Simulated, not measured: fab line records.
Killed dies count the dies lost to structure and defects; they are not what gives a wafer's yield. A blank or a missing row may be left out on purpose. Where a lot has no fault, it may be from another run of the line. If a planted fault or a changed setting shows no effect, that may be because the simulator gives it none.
Which tool did it? + flow gf180mcu + 45 wafers sampled from 15 lots at 1 step of a route of 602

WHAT EACH GAUGE READ, for each wafer
GF_NSD_OVL_MEAS_08.
| lot  | measured     | on         | NSD_OVL (nm)   |
|------|--------------|------------|----------------|
| L339 | day 13 06:25 | overlay-01 | -0.9 1.6 1.2   |
| L340 | day 13 16:33 | overlay-02 | 0.7 0.2 0.0    |
| L341 | day 13 19:19 | overlay-01 | -0.6 0.1 -0.3  |
| L342 | day 14 00:21 | overlay-01 | 0.0 1.1 0.7    |
| L345 | day 15 06:50 | overlay-02 | 2.4 2.2 1.8    |
| L349 | day 16 23:14 | overlay-01 | -0.3 -1.3 -1.2 |
| L350 | day 17 09:47 | overlay-01 | -2.8 -3.3 -2.2 |
| L351 | day 17 10:11 | overlay-01 | -1.8 -2.5 -0.8 |
| L354 | day 18 15:59 | overlay-02 | 0.2 -0.2 -0.2  |
| L355 | day 19 01:28 | overlay-01 | -1.3 -1.6 -1.3 |
| L356 | day 19 05:25 | overlay-02 | -1.4 0.1 0.1   |
| L358 | day 19 19:55 | overlay-02 | 2.7 2.6 3.6    |
| L359 | day 20 05:38 | overlay-01 | -1.7 -0.7 -1.8 |
| L361 | day 20 17:53 | overlay-02 | 1.8 2.3 1.4    |
| L362 | day 21 04:39 | overlay-02 | 1.1 1.5 0.5    |

WHAT TOOL EACH LOT RAN ON (gives the tool, then ch and the chambers of the sampled wafers, and finally the start)
There is no process step in the record ahead of these readings.

WHAT THE TOOLS THEMSELVES READ (means of the sampled wafers that have a number; where no wafer has one, the mark that the record gives instead)
The record holds no such reading with a usual standard deviation.

THE ANSWER, worked out from the rows above alone
Rule: the usual values come from the lots themselves. Put in order of their means at a reading, lots are off if they are a third of the lots or fewer, leave a main group of 4 or more, and stand apart from it by a gap of 3 or more times the standard deviation of the main group's means; of several such gaps the widest counts. Not used: any main group whose means are identical at the precision the tables above print for the reading. Also off: a lot with no number at a reading for which 4 or more lots have one. All remaining lots with rows at the step are treated as sound. First the gauges in route order, then the tools' own readings, where a lot's mean is used as printed above. The first step at which some lot is off is used, and at that step the reading that is off furthest; a lot without a number counts as furthest.
No lot is off on any of the readings shown, so nothing can be concluded from this.

WHAT WAS PUT IN BY THE SIMULATOR
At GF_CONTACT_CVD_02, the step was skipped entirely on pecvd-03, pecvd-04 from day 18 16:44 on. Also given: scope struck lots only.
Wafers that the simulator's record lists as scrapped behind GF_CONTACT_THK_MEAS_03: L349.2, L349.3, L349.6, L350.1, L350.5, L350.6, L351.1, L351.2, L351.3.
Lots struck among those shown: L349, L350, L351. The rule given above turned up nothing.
